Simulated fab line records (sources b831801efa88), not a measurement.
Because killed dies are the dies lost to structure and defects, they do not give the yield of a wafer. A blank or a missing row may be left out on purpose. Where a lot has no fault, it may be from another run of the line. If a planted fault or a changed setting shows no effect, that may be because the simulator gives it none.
A single fault, viewed from 2 desks | flow sfq-line | every desk sees just its own numbers, and what lay behind them comes last

AT THE METROLOGY DESK
What the gauges read, lot by lot, whatever tool the lot ran on: means of the sampled wafers that have a number. A lot is out of limits, marked OUT, if its mean lies more than 4 standard deviations from the usual mean; the brackets give that distance.
Columns: A = J5_OVL at SFQ_JJ_OVL_MEAS_931, usual 1 nm
lot  | first seen here | A
L362 | day 64 22:56    | -1
L363 | day 65 10:56    | -6
L364 | day 65 15:44    | -1
L366 | day 66 02:33    | 8
L370 | day 68 09:25    | -7
L371 | day 68 15:25    | 1
L379 | day 71 20:40    | 4
L380 | day 72 00:30    | -6
L381 | day 72 01:27    | -0
L382 | day 72 02:39    | 9
L383 | day 72 05:03    | -0
L384 | day 72 06:24    | -4
L385 | day 72 07:34    | 6
Finding of this desk: none of the 13 lots has anything out of limits.

DESK OF THE TOOL OWNER: pecvd-03
The tool's own readings at SFQ_TRILAYER_I2_DEP_PECVD_063 (deposits SiO2 from SiH4/N2O, time 111.11 s, target thk 500 nm): means of the sampled wafers that have a number, for each lot that ran on this tool. A lot is out of limits, marked OUT, if its mean lies more than 4 standard deviations from the usual mean; the brackets give that distance.
Columns: A = heater-power-w at SFQ_TRILAYER_I2_DEP_PECVD_063, usual 72 W; B = run-length-s at SFQ_TRILAYER_I2_DEP_PECVD_063, usual 139.2 s; C = throttle-valve-pct at SFQ_TRILAYER_I2_DEP_PECVD_063, usual 24.5 %
lot  | first seen here | A  | B                | C
L363 | day 33 18:56    | 72 | 139.1            | 27.6
L366 | day 41 10:34    | 68 | 138.8            | 22.7
L370 | day 43 20:10    | 69 | 139.5            | 22.4
L371 | day 44 03:22    | 68 | 134.1 (-9.4) OUT | 23.0
L380 | day 47 22:03    | 71 | 139.6            | 23.2
L384 | day 49 00:41    | 62 | 139.1            | 23.9
L385 | day 49 07:07    | 66 | 138.9            | 23.5
This desk's finding: out of limits on L371; first on L371, day 44 03:22 (run-length-s at SFQ_TRILAYER_I2_DEP_PECVD_063). In limits: L363, L366, L370, L380, L384, L385.

TAKEN TOGETHER
The tool owner's desk could have raised an alarm at day 44 03:22, on L371.
Nothing out of limits was seen by the metrology desk.
The metrology desk has L371 on record, within its limits.
The lots listed all ran SFQ_TRILAYER_I2_DEP_PECVD_063 on pecvd-03.

WHAT THE SIMULATOR PUT IN
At SFQ_TRILAYER_I2_DEP_PECVD_063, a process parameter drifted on pecvd-03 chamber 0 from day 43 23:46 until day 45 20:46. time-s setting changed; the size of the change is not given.
Shown lots that were struck: L371.
How many hours passed from the start of the fault until each desk's first out-of-limits reading: the tool owner's desk, 4.
